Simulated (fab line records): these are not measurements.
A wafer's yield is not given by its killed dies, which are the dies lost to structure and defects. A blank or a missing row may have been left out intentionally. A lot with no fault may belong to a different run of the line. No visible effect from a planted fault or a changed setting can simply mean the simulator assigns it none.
fab line records / flow sfq_line / part 2 of 2: steps 25 to 34 of 34
[record] lots = 5 wafers = 15 last_day = 85
route steps=325 shown I3@145 M4@148 I4@163 JJ@178
lots that met no fault: from a run of the same line without faults
start_h: the number of hours between the record's first day and the start of the first shown wafer of the lot / wait_h: time in hours since the lot's previous step / " unchanged from the row above / L1.1+2: a single row standing in for several wafers / - no value, or no start was given / * or withheld: withheld / < > ~ a bound
route shown NAME@n: names a module that has steps shown in the file, with the first one's number in the route / usual: mean/standard deviation of fault-free wafers / same: alike in all rows / chamber/n: place in a boat / sites: per-site readings / _std_site: standard deviation across them / _edge_site: mean of outer sites minus mean of inner sites / radius_mm: for every site, how far away it sits from the centre of the wafer / mask NAME#n: copy n / behind: tool/chamber where the wafer was last shaped / hold: why the lot was held/for how many hours/how that ended / device: the n, p or np transistor that did not switch / end of line: the same wafers' tests at the end of the route / where a step has no rows: the recipe by itself / killed: the dies lost at the first sort to structure and to defects; this is not the yield of the wafer / map: shows each die of a wafer: x if killed, . if not, _ if none is there
set.NAME: setting as actually run; set.NAME@STEP: the setting as run at that earlier step / model.NAME: the simulator's own value behind a step, which no gauge read
lots at some steps of the route; a table a step, a row a wafer
services: a tool's chamber out of use, with start hour (start_h, from the record's first day; less than 0 if before it), hours out, and reason
[[steps]]
[step SFQ_TRILAYER_I4_VIA_LITHO_EXPOSE_104]
[recipe] mask_id = I4 na = 0.6 source_shape = conventional sigma_outer = 0.65 target_cd_nm = 700 dose_mj = 21.3
lot.wafer=L082.2+5+6 tool=krf_scanner-01 chamber=0 start_h=1147.48 wait_h=- mask=I4#0
lot.wafer=L085.1+5+6 tool=krf_scanner-01 chamber=0 start_h=1183.28 wait_h=- mask=I4#0
lot.wafer=L087.1+4+6 tool=krf_scanner-01 chamber=0 start_h=1188.08 wait_h=- mask=I4#0
lot.wafer=L092.4+5+6 tool=krf_scanner-02 chamber=0 start_h=1197.21 wait_h=- mask=I4#0
lot.wafer=L096.1+3+6 tool=krf_scanner-02 chamber=0 start_h=1267.37 wait_h=- mask=I4#0
[step SFQ_TRILAYER_I4_VIA_LITHO_PEB_106]
[recipe] peb_temp_c = 115 peb_time_s = 60 resist = KrF
[usual] resist_line_temp_C = 22.99/0.099
[same] peb_time_s = 60
lot.wafer=L082.2 tool=litho_track-04 chamber=0 start_h=1148.51 wait_h=0.8 resist_line_temp_C=22.97
lot.wafer=L082.5 tool=litho_track-04 chamber=0 start_h=1148.51 wait_h=0.8 resist_line_temp_C=22.97
lot.wafer=L082.6 tool=litho_track-04 chamber=0 start_h=1148.51 wait_h=0.8 resist_line_temp_C=22.83
lot.wafer=L085.1 tool=litho_track-01 chamber=0 start_h=1184.48 wait_h=1.0 resist_line_temp_C=22.93
lot.wafer=L085.5 tool=litho_track-01 chamber=0 start_h=1184.48 wait_h=1.0 resist_line_temp_C=22.92
lot.wafer=L085.6 tool=litho_track-01 chamber=0 start_h=1184.48 wait_h=1.0 resist_line_temp_C=23.06
lot.wafer=L087.1 tool=litho_track-04 chamber=0 start_h=1189.28 wait_h=1.0 resist_line_temp_C=23.01
lot.wafer=L087.4 tool=litho_track-04 chamber=0 start_h=1189.28 wait_h=1.0 resist_line_temp_C=23.06
lot.wafer=L087.6 tool=litho_track-04 chamber=0 start_h=1189.28 wait_h=1.0 resist_line_temp_C=23.06
lot.wafer=L092.4 tool=litho_track-03 chamber=0 start_h=1197.88 wait_h=0.5 resist_line_temp_C=23.00
lot.wafer=L092.5 tool=litho_track-03 chamber=0 start_h=1197.88 wait_h=0.5 resist_line_temp_C=22.93
lot.wafer=L092.6 tool=litho_track-03 chamber=0 start_h=1197.88 wait_h=0.5 resist_line_temp_C=23.11
lot.wafer=L096.1 tool=litho_track-03 chamber=0 start_h=1268.57 wait_h=1.0 resist_line_temp_C=23.10
lot.wafer=L096.3 tool=litho_track-03 chamber=0 start_h=1268.57 wait_h=1.0 resist_line_temp_C=22.94
lot.wafer=L096.6 tool=litho_track-03 chamber=0 start_h=1268.57 wait_h=1.0 resist_line_temp_C=23.07
[step SFQ_TRILAYER_I4_VIA_LITHO_DEVELOP_105]
[recipe] time_s = 60 resist = KrF
[usual] resist_line_temp_C = 23.00/0.1
lot.wafer=L082.2 tool=litho_track-04 chamber=0 start_h=1148.66 wait_h=0.1 resist_line_temp_C=23.04
lot.wafer=L082.5 tool=litho_track-04 chamber=0 start_h=1148.66 wait_h=0.1 resist_line_temp_C=22.92
lot.wafer=L082.6 tool=litho_track-04 chamber=0 start_h=1148.66 wait_h=0.1 resist_line_temp_C=22.96
lot.wafer=L085.1 tool=litho_track-01 chamber=0 start_h=1184.63 wait_h=0.1 resist_line_temp_C=23.05
lot.wafer=L085.5 tool=litho_track-01 chamber=0 start_h=1184.63 wait_h=0.1 resist_line_temp_C=23.11
lot.wafer=L085.6 tool=litho_track-01 chamber=0 start_h=1184.63 wait_h=0.1 resist_line_temp_C=22.91
lot.wafer=L087.1 tool=litho_track-04 chamber=0 start_h=1189.43 wait_h=0.1 resist_line_temp_C=23.01
lot.wafer=L087.4 tool=litho_track-04 chamber=0 start_h=1189.43 wait_h=0.1 resist_line_temp_C=22.94
lot.wafer=L087.6 tool=litho_track-04 chamber=0 start_h=1189.43 wait_h=0.1 resist_line_temp_C=23.01
lot.wafer=L092.4 tool=litho_track-03 chamber=0 start_h=1198.03 wait_h=0.1 resist_line_temp_C=23.01
lot.wafer=L092.5 tool=litho_track-03 chamber=0 start_h=1198.03 wait_h=0.1 resist_line_temp_C=23.02
lot.wafer=L092.6 tool=litho_track-03 chamber=0 start_h=1198.03 wait_h=0.1 resist_line_temp_C=22.89
lot.wafer=L096.1 tool=litho_track-03 chamber=0 start_h=1268.72 wait_h=0.1 resist_line_temp_C=22.96
lot.wafer=L096.3 tool=litho_track-03 chamber=0 start_h=1268.72 wait_h=0.1 resist_line_temp_C=22.83
lot.wafer=L096.6 tool=litho_track-03 chamber=0 start_h=1268.72 wait_h=0.1 resist_line_temp_C=22.93
[step SFQ_I4_OVL_MEAS_928]
[usual] I4_OVL = -2/5.3
lot.wafer=L082.2 tool=overlay-01 chamber=- start_h=1148.79 wait_h=0.1 I4_OVL[nm]=4
lot.wafer=L082.5 tool=overlay-01 chamber=- start_h=1148.79 wait_h=0.1 I4_OVL[nm]=5
lot.wafer=L082.6 tool=overlay-01 chamber=- start_h=1148.79 wait_h=0.1 I4_OVL[nm]=7
lot.wafer=L085.1 tool=overlay-01 chamber=- start_h=1184.78 wait_h=0.1 I4_OVL[nm]=-6
lot.wafer=L085.5 tool=overlay-01 chamber=- start_h=1184.78 wait_h=0.1 I4_OVL[nm]=-9
lot.wafer=L085.6 tool=overlay-01 chamber=- start_h=1184.78 wait_h=0.1 I4_OVL[nm]=-8
lot.wafer=L087.1 tool=overlay-01 chamber=- start_h=1189.58 wait_h=0.1 I4_OVL[nm]=1
lot.wafer=L087.4 tool=overlay-01 chamber=- start_h=1189.58 wait_h=0.1 I4_OVL[nm]=1
lot.wafer=L087.6 tool=overlay-01 chamber=- start_h=1189.58 wait_h=0.1 I4_OVL[nm]=0
lot.wafer=L092.4 tool=overlay-02 chamber=- start_h=1198.13 wait_h=0.1 I4_OVL[nm]=2
lot.wafer=L092.5 tool=overlay-02 chamber=- start_h=1198.13 wait_h=0.1 I4_OVL[nm]=4
lot.wafer=L092.6 tool=overlay-02 chamber=- start_h=1198.13 wait_h=0.1 I4_OVL[nm]=2
lot.wafer=L096.1 tool=overlay-02 chamber=- start_h=1268.87 wait_h=0.1 I4_OVL[nm]=5
lot.wafer=L096.3 tool=overlay-02 chamber=- start_h=1268.87 wait_h=0.1 I4_OVL[nm]=8
lot.wafer=L096.6 tool=overlay-02 chamber=- start_h=1268.87 wait_h=0.1 I4_OVL[nm]=2
[step SFQ_TRILAYER_I4_VIA_BARC_OPEN_VIA_ETCH_146]
[recipe] mask_material = PR chemistry = O2 target_depth_nm = 125 target = BARC source_w = 500 bias_w = 80 pressure_mtorr = 30 time_s = 41.7
[usual] drypump_motor_current_A = 5.6/0.4 oes_product_au = 0.686/0.004
lot.wafer=L082.2 tool=rie_diel-03 chamber=1 start_h=1148.82 wait_h=0.0 drypump_motor_current_A=4.8 oes_product_au=0.685 rf_hours_counter_h=19
lot.wafer=L082.5 tool=rie_diel-03 chamber=3 start_h=1148.82 wait_h=0.0 drypump_motor_current_A=5.1 oes_product_au=0.690 rf_hours_counter_h=-
lot.wafer=L082.6 tool=rie_diel-03 chamber=2 start_h=1148.82 wait_h=0.0 drypump_motor_current_A=6.1 oes_product_au=0.684 rf_hours_counter_h=-
lot.wafer=L085.1 tool=rie_diel-03 chamber=2 start_h=1184.82 wait_h=0.0 drypump_motor_current_A=6.1 oes_product_au=0.684 rf_hours_counter_h=15
lot.wafer=L085.5 tool=rie_diel-03 chamber=3 start_h=1184.82 wait_h=0.0 drypump_motor_current_A=5.2 oes_product_au=0.689 rf_hours_counter_h=-
lot.wafer=L085.6 tool=rie_diel-03 chamber=0 start_h=1184.82 wait_h=0.0 drypump_motor_current_A=5.9 oes_product_au=0.685 rf_hours_counter_h=-
lot.wafer=L087.1 tool=rie_diel-04 chamber=3 start_h=1189.62 wait_h=0.0 drypump_motor_current_A=5.4 oes_product_au=0.692 rf_hours_counter_h=13
lot.wafer=L087.4 tool=rie_diel-04 chamber=1 start_h=1189.62 wait_h=0.0 drypump_motor_current_A=6.0 oes_product_au=0.689 rf_hours_counter_h=16
lot.wafer=L087.6 tool=rie_diel-04 chamber=0 start_h=1189.62 wait_h=0.0 drypump_motor_current_A=5.8 oes_product_au=0.676 rf_hours_counter_h=-
lot.wafer=L092.4 tool=rie_diel-03 chamber=2 start_h=1198.14 wait_h=0.0 drypump_motor_current_A=6.1 oes_product_au=0.688 rf_hours_counter_h=15
lot.wafer=L092.5 tool=rie_diel-03 chamber=1 start_h=1198.14 wait_h=0.0 drypump_motor_current_A=4.8 oes_product_au=0.685 rf_hours_counter_h=-
lot.wafer=L092.6 tool=rie_diel-03 chamber=2 start_h=1198.14 wait_h=0.0 drypump_motor_current_A=6.1 oes_product_au=0.686 rf_hours_counter_h=-
lot.wafer=L096.1 tool=rie_diel-03 chamber=3 start_h=1268.91 wait_h=0.0 drypump_motor_current_A=5.1 oes_product_au=0.686 rf_hours_counter_h=7
lot.wafer=L096.3 tool=rie_diel-03 chamber=0 start_h=1268.91 wait_h=0.0 drypump_motor_current_A=5.8 oes_product_au=0.688 rf_hours_counter_h=12
lot.wafer=L096.6 tool=rie_diel-03 chamber=3 start_h=1268.91 wait_h=0.0 drypump_motor_current_A=5.1 oes_product_au=0.686 rf_hours_counter_h=-
[step SFQ_TRILAYER_I4_VIA_ETCH_VIA_ETCH_106]
[recipe] target = SiO2 stop_on = Nb mask_material = PR taper_deg = 20 chemistry = CHF3 target_depth_nm = 260 source_w = 500 bias_w = 80 pressure_mtorr = 30 time_s = withheld
[usual] drypump_motor_current_A = 5.6/0.4 oes_product_au = 0.855/0.0051
lot.wafer=L082.2 tool=rie_diel-03 chamber=1 start_h=1148.86 wait_h=0.0 drypump_motor_current_A=4.8 oes_product_au=0.855
lot.wafer=L082.5 tool=rie_diel-03 chamber=3 start_h=1148.86 wait_h=0.0 drypump_motor_current_A=5.1 oes_product_au=0.853
lot.wafer=L082.6 tool=rie_diel-03 chamber=2 start_h=1148.86 wait_h=0.0 drypump_motor_current_A=6.1 oes_product_au=0.854
lot.wafer=L085.1 tool=rie_diel-03 chamber=2 start_h=1184.86 wait_h=0.0 drypump_motor_current_A=6.1 oes_product_au=0.858
lot.wafer=L085.5 tool=rie_diel-03 chamber=3 start_h=1184.86 wait_h=0.0 drypump_motor_current_A=5.1 oes_product_au=0.850
lot.wafer=L085.6 tool=rie_diel-03 chamber=0 start_h=1184.86 wait_h=0.0 drypump_motor_current_A=5.8 oes_product_au=0.848
lot.wafer=L087.1 tool=rie_diel-04 chamber=3 start_h=1189.66 wait_h=0.0 drypump_motor_current_A=5.4 oes_product_au=0.853
lot.wafer=L087.4 tool=rie_diel-04 chamber=1 start_h=1189.66 wait_h=0.0 drypump_motor_current_A=5.9 oes_product_au=0.855
lot.wafer=L087.6 tool=rie_diel-04 chamber=0 start_h=1189.66 wait_h=0.0 drypump_motor_current_A=5.8 oes_product_au=0.850
lot.wafer=L092.4 tool=rie_diel-03 chamber=2 start_h=1198.18 wait_h=0.0 drypump_motor_current_A=6.1 oes_product_au=0.853
lot.wafer=L092.5 tool=rie_diel-03 chamber=1 start_h=1198.18 wait_h=0.0 drypump_motor_current_A=4.9 oes_product_au=0.859
lot.wafer=L092.6 tool=rie_diel-03 chamber=2 start_h=1198.18 wait_h=0.0 drypump_motor_current_A=6.1 oes_product_au=0.847
lot.wafer=L096.1 tool=rie_diel-03 chamber=3 start_h=1268.95 wait_h=0.0 drypump_motor_current_A=5.1 oes_product_au=0.853
lot.wafer=L096.3 tool=rie_diel-03 chamber=0 start_h=1268.95 wait_h=0.0 drypump_motor_current_A=5.8 oes_product_au=0.856
lot.wafer=L096.6 tool=rie_diel-03 chamber=3 start_h=1268.95 wait_h=0.0 drypump_motor_current_A=5.1 oes_product_au=0.856
[step SFQ_TRILAYER_I4_VIA_STRIP_STRIP_107]
[recipe] gas = O2 power_w = 200 platen_temp_c = 40 overash_fraction = 0.65 chemistry = O2 pressure_mtorr = 50
[usual] drypump_motor_current_A = 5.6/0.32 oes_product_au = 1.002/0.013
lot.wafer=L082.2 tool=rie_metal-02 chamber=0 start_h=1148.97 wait_h=- drypump_motor_current_A=5.4 oes_product_au=1.000 rf_hours_counter_h=45
lot.wafer=L082.5 tool=rie_metal-02 chamber=1 start_h=1148.97 wait_h=- drypump_motor_current_A=6.2 oes_product_au=1.019 rf_hours_counter_h=-
lot.wafer=L082.6 tool=rie_metal-02 chamber=0 start_h=1148.97 wait_h=- drypump_motor_current_A=5.4 oes_product_au=1.005 rf_hours_counter_h=-
lot.wafer=L085.1 tool=rie_metal-02 chamber=1 start_h=1184.97 wait_h=- drypump_motor_current_A=6.2 oes_product_au=1.011 rf_hours_counter_h=73
lot.wafer=L085.5 tool=rie_metal-02 chamber=0 start_h=1184.97 wait_h=- drypump_motor_current_A=5.4 oes_product_au=1.002 rf_hours_counter_h=-
lot.wafer=L085.6 tool=rie_metal-02 chamber=1 start_h=1184.97 wait_h=- drypump_motor_current_A=6.2 oes_product_au=1.004 rf_hours_counter_h=-
lot.wafer=L087.1 tool=rie_metal-04 chamber=1 start_h=1189.77 wait_h=- drypump_motor_current_A=5.6 oes_product_au=0.980 rf_hours_counter_h=24
lot.wafer=L087.4 tool=rie_metal-04 chamber=1 start_h=1189.77 wait_h=- drypump_motor_current_A=5.5 oes_product_au=0.987 rf_hours_counter_h=-
lot.wafer=L087.6 tool=rie_metal-04 chamber=1 start_h=1189.77 wait_h=- drypump_motor_current_A=5.6 oes_product_au=0.989 rf_hours_counter_h=-
lot.wafer=L092.4 tool=rie_metal-02 chamber=0 start_h=1198.50 wait_h=- drypump_motor_current_A=5.4 oes_product_au=1.011 rf_hours_counter_h=-
lot.wafer=L092.5 tool=rie_metal-02 chamber=1 start_h=1198.50 wait_h=- drypump_motor_current_A=6.2 oes_product_au=1.018 rf_hours_counter_h=-
lot.wafer=L092.6 tool=rie_metal-02 chamber=0 start_h=1198.50 wait_h=- drypump_motor_current_A=5.4 oes_product_au=1.012 rf_hours_counter_h=-
lot.wafer=L096.1 tool=rie_metal-02 chamber=0 start_h=1269.06 wait_h=- drypump_motor_current_A=5.4 oes_product_au=1.014 rf_hours_counter_h=63
lot.wafer=L096.3 tool=rie_metal-02 chamber=0 start_h=1269.06 wait_h=- drypump_motor_current_A=5.4 oes_product_au=1.022 rf_hours_counter_h=-
lot.wafer=L096.6 tool=rie_metal-02 chamber=0 start_h=1269.06 wait_h=- drypump_motor_current_A=5.4 oes_product_au=1.018 rf_hours_counter_h=-
[step SFQ_TRILAYER_I4_VIA_STRIP_SOLV_CLEAN_108]
[recipe] chemistry = NMP temp_c = 70 time_s = 600
[usual] bath_heat_duty_pct = 13.4/1.4
lot.wafer=L082.2 tool=wet_bench-01 chamber=5 start_h=1149.57 wait_h=0.4 bath_heat_duty_pct=12.6
lot.wafer=L082.5 tool=wet_bench-01 chamber=6 start_h=1149.57 wait_h=0.4 bath_heat_duty_pct=15.6
lot.wafer=L082.6 tool=wet_bench-01 chamber=1 start_h=1149.57 wait_h=0.4 bath_heat_duty_pct=13.3
lot.wafer=L085.1 tool=wet_bench-02 chamber=7 start_h=1185.57 wait_h=0.4 bath_heat_duty_pct=12.1
lot.wafer=L085.5 tool=wet_bench-02 chamber=2 start_h=1185.57 wait_h=0.4 bath_heat_duty_pct=10.5
lot.wafer=L085.6 tool=wet_bench-02 chamber=6 start_h=1185.57 wait_h=0.4 bath_heat_duty_pct=14.7
lot.wafer=L087.1 tool=wet_bench-02 chamber=3 start_h=1190.37 wait_h=0.4 bath_heat_duty_pct=15.5
lot.wafer=L087.4 tool=wet_bench-02 chamber=6 start_h=1190.37 wait_h=0.4 bath_heat_duty_pct=14.0
lot.wafer=L087.6 tool=wet_bench-02 chamber=7 start_h=1190.37 wait_h=0.4 bath_heat_duty_pct=12.2
lot.wafer=L092.4 tool=wet_bench-04 chamber=4 start_h=1198.90 wait_h=0.2 bath_heat_duty_pct=14.5
lot.wafer=L092.5 tool=wet_bench-04 chamber=5 start_h=1198.90 wait_h=0.2 bath_heat_duty_pct=12.6
lot.wafer=L092.6 tool=wet_bench-04 chamber=3 start_h=1198.90 wait_h=0.2 bath_heat_duty_pct=14.4
lot.wafer=L096.1 tool=wet_bench-01 chamber=3 start_h=1269.66 wait_h=0.4 bath_heat_duty_pct=15.5
lot.wafer=L096.3 tool=wet_bench-01 chamber=6 start_h=1269.66 wait_h=0.4 bath_heat_duty_pct=15.0
lot.wafer=L096.6 tool=wet_bench-01 chamber=7 start_h=1269.66 wait_h=0.4 bath_heat_duty_pct=11.2
[step SFQ_TRILAYER_JJ_TRILAYER_DEP_PRE_CLEAN_113]
[recipe] gas = Ar time_s = 22.5 bias_v = 250
lot.wafer=L082.2+5+6 tool=pvd_sputter-05 chamber=- start_h=1149.75 wait_h=0.0
lot.wafer=L085.1+5+6 tool=pvd_sputter-03 chamber=- start_h=1185.75 wait_h=0.0
lot.wafer=L087.1+4+6 tool=pvd_sputter-05 chamber=- start_h=1190.55 wait_h=0.0
lot.wafer=L092.4+5+6 tool=pvd_sputter-04 chamber=- start_h=1199.07 wait_h=0.0
lot.wafer=L096.1+3+6 tool=pvd_sputter-05 chamber=- start_h=1269.84 wait_h=0.0
[step SFQ_TRILAYER_JJ_TRILAYER_DEP_SPUTTER_109]
[recipe] material = Nb base_pressure_pa = 1.33e-06 chamber_pressure_pa = 0.1333 substrate_temp_c = 20 target_thk_nm = 150 power_w = 2000 time_s = 100
[usual] throttle_valve_pct = 29.4/0.8
lot.wafer=L082.2 tool=pvd_sputter-05 chamber=- start_h=1149.78 wait_h=0.0 throttle_valve_pct=29.8
lot.wafer=L082.5 tool=pvd_sputter-05 chamber=- start_h=1149.78 wait_h=0.0 throttle_valve_pct=28.8
lot.wafer=L082.6 tool=pvd_sputter-05 chamber=- start_h=1149.78 wait_h=0.0 throttle_valve_pct=28.8
lot.wafer=L085.1 tool=pvd_sputter-03 chamber=- start_h=1185.78 wait_h=0.0 throttle_valve_pct=29.2
lot.wafer=L085.5 tool=pvd_sputter-03 chamber=- start_h=1185.78 wait_h=0.0 throttle_valve_pct=29.9
lot.wafer=L085.6 tool=pvd_sputter-03 chamber=- start_h=1185.78 wait_h=0.0 throttle_valve_pct=28.6
lot.wafer=L087.1 tool=pvd_sputter-05 chamber=- start_h=1190.58 wait_h=0.0 throttle_valve_pct=29.1
lot.wafer=L087.4 tool=pvd_sputter-05 chamber=- start_h=1190.58 wait_h=0.0 throttle_valve_pct=28.9
lot.wafer=L087.6 tool=pvd_sputter-05 chamber=- start_h=1190.58 wait_h=0.0 throttle_valve_pct=28.7
lot.wafer=L092.4 tool=pvd_sputter-04 chamber=- start_h=1199.10 wait_h=0.0 throttle_valve_pct=29.8
lot.wafer=L092.5 tool=pvd_sputter-04 chamber=- start_h=1199.10 wait_h=0.0 throttle_valve_pct=30.9
lot.wafer=L092.6 tool=pvd_sputter-04 chamber=- start_h=1199.10 wait_h=0.0 throttle_valve_pct=29.9
lot.wafer=L096.1 tool=pvd_sputter-05 chamber=- start_h=1269.87 wait_h=0.0 throttle_valve_pct=28.5
lot.wafer=L096.3 tool=pvd_sputter-05 chamber=- start_h=1269.87 wait_h=0.0 throttle_valve_pct=29.9
lot.wafer=L096.6 tool=pvd_sputter-05 chamber=- start_h=1269.87 wait_h=0.0 throttle_valve_pct=28.8
[[services]]
tool=pvd_sputter-05 chamber=- start_h=968.60 hours=7.5 kind=repair
tool=pvd_sputter-06 chamber=- start_h=979.52 hours=2.1 kind=repair
tool=rie_metal-03 chamber=0 start_h=985.05 hours=1.3 kind=repair
tool=krf_scanner-01 chamber=- start_h=1001.85 hours=4.0 kind=pm
tool=pvd_sputter-05 chamber=- start_h=1033.67 hours=3.1 kind=repair
tool=pvd_sputter-04 chamber=- start_h=1046.11 hours=1.4 kind=repair
tool=krf_scanner-01 chamber=- start_h=1056.16 hours=1.3 kind=pm
tool=rie_diel-03 chamber=2 start_h=1064.09 hours=11.7 kind=repair
tool=pvd_sputter-05 chamber=- start_h=1086.19 hours=5.2 kind=repair
tool=rie_diel-03 chamber=- start_h=1091.43 hours=0.8 kind=repair
tool=pvd_sputter-06 chamber=- start_h=1091.66 hours=0.5 kind=repair
tool=rie_diel-03 chamber=0 start_h=1099.35 hours=8.3 kind=repair
tool=rie_diel-03 chamber=2 start_h=1103.77 hours=7.6 kind=repair
tool=rie_diel-03 chamber=3 start_h=1106.54 hours=2.4 kind=repair
tool=rie_diel-03 chamber=0 start_h=1114.30 hours=4.3 kind=repair
tool=rie_metal-02 chamber=0 start_h=1119.61 hours=12.4 kind=repair
tool=krf_scanner-01 chamber=- start_h=1127.18 hours=1.0 kind=pm
tool=rie_diel-03 chamber=- start_h=1135.80 hours=0.3 kind=repair
tool=pvd_sputter-05 chamber=- start_h=1167.40 hours=5.2 kind=repair
tool=krf_scanner-01 chamber=- start_h=1197.54 hours=1.1 kind=repair
tool=rie_metal-03 chamber=- start_h=1213.56 hours=0.3 kind=repair
tool=krf_scanner-01 chamber=- start_h=1214.26 hours=0.8 kind=pm
tool=rie_metal-02 chamber=- start_h=1220.02 hours=2.8 kind=pm
tool=krf_scanner-01 chamber=- start_h=1235.73 hours=1.3 kind=pm
